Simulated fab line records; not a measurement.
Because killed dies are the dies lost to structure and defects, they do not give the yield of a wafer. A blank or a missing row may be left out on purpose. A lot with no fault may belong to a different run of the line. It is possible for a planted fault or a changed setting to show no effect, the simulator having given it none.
A lot that was struck, set against a sound lot || flow sky130 || 16 steps out of a route of 708
Sound: wafers L728.1, L728.2, L728.4. Struck: wafers L714.1, L714.2, L714.6. The cause comes at the end.
Per side, at each step with rows, come the tool, then ch with its chambers, and then its first start. Under that, the readings that differ: sound wafers || struck wafers || difference of the means || sigmas: that difference in standard deviations of wafers without a fault.
alike: readings whose means differ by less than 2 such deviations, and words and numbers that are the same on both sides. not compared: withheld readings, readings that some wafer has no value for, bounds like >300 that may hide the same value, and numbers for which the record gives no deviation and whose values overlap.
The two part at a step that has a row with sigmas, a row that says differs or no value, or rows on one side only. When numbers do not overlap yet have no deviation, they are printed without sigmas and do not part them. A reading that every wafer of one side lacks parts them only if that side has two wafers or more.

SKY_VIA3_BOW_MEAS_03:
  sound: film metro-04 at day 44 09:58; struck: film metro-03 at day 40 20:56
  alike: VIA3_BOW
then, 8 steps without rows for these wafers: SKY_VIA3_DEHYDRATE_04 (time 60 s); SKY_VIA3_HMDS_05 (prime time 60 s); SKY_VIA3_COAT_06 (resist thk 60 nm); SKY_VIA3_COAT_07 (resist thk 450 nm); SKY_VIA3_SOFTBAKE_08 (time 90 s); SKY_VIA3_EXPOSE_09 (exposes mask VIM3, target cd 200 nm); SKY_VIA3_PEB_10; SKY_VIA3_DEVELOP_11 (develop time 60 s).
SKY_VIA3_CD_MEAS_12 targets a cd of 200 nm.
  sound: cd sem-01 at day 45 07:06; struck: cd sem-02 at day 41 20:14
  alike: cd nm
SKY_VIA3_OVL_MEAS_13:
  sound: overlay-01 at day 45 07:13; struck: overlay-01 at day 41 20:22
  alike: VIA3_OVL
SKY_VIA3_ETCH_14: etches BARC in N2/H2, stops on SiO2, time 45.9 s, target depth 60 nm.
  sound on rie diel-03 ch 0,1,3, day 45 07:16; struck on rie diel-03 ch 1,2, day 41 20:23
  alike: drypump motor current A, oes product au, throttle valve pct
  not compared: rf hours counter h
SKY_VIA3_ETCH_15: etches SiO2 in C4F8/O2/Ar, stops on TiN, target depth 507 nm, time 78 s.
  sound on rie diel-03 ch 0,1,3, day 45 07:18; struck on rie diel-03 ch 1,2, day 41 20:26
{"reading": "oes product au (a.u.)", "sound": "0.954 0.948 0.946", "struck": "0.901 0.894 0.890", "difference": -0.054, "sigmas": -13}
{"reading": "model.VIA3.feature depth nm (nm)", "sound": "466.4 467.3 464.6", "struck": "424 420.2 419.7", "difference": -45, "sigmas": ""}
{"reading": "model.etch.depth nm (nm)", "sound": "466.4 467.3 464.6", "struck": "424 420.2 419.7", "difference": -45, "sigmas": ""}
{"reading": "model.KrF-thick_of_VIA3_COAT_07.thk nm (nm)", "sound": "292.7 291.2 291.9", "struck": "305.7 307.9 309", "difference": "+15.6", "sigmas": ""}
  not compared: rf hours counter h
SKY_VIA3_STRIP_16: strips in O2/N2.
  sound on plasma asher-04 ch 0,1, day 45 07:22; struck on plasma asher-02 ch 0,1, day 41 20:30
{"reading": "oes product au (a.u.)", "sound": "0.399 0.400 0.409", "struck": "0.409 0.412 0.418", "difference": "+0.010", "sigmas": "+2"}
{"reading": "strip time to endpoint s (s)", "sound": "4.143 4.132 4.138", "struck": "4.266 4.316 4.319", "difference": "+0.163", "sigmas": "+6"}
  alike: drypump motor current A
  not compared: rf hours counter h
then, 1 step without rows for these wafers: SKY_VIA3_STRIP_17 (strips in post etch residue remover, time 1200 s).
-- the record jumps here: 6 days lie between the struck wafers' starts before and after (it left off in module VIA3 and takes up again in module PAD_OPEN, whose first step shown is number 708 of the route) --
SKY_PAD_OPEN_PROBE_99:
  sound: prober-01 at day 50 09:40; struck: prober-01 at day 47 14:56
{"reading": "defect limited yield (%)", "sound": "84.1 82.3 82.9", "struck": "17.1 5.5 4.1", "difference": -74.2, "sigmas": -37}
{"reading": "killed_at_M0_to_M3", "sound": "40 43 45", "struck": "374 414 430", "difference": "+363", "sigmas": "+49"}
{"reading": "killed dies", "sound": "78 87 84", "struck": "408 465 472", "difference": "+365", "sigmas": "+37"}
{"reading": "killed on rim", "sound": "14 19 24", "struck": "93 96 95", "difference": "+76", "sigmas": "+20"}
  alike: killed_at_M4_up, killed at contacts, killed at front end, killed at other, killed open, killed short

## WHERE THEY PART
At SKY_VIA3_ETCH_15 first; at SKY_PAD_OPEN_PROBE_99 last (within this record only).

WHY: what the simulator had put in
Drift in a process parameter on rie diel-03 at SKY_VIA3_ETCH_15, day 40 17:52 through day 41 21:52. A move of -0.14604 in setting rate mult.
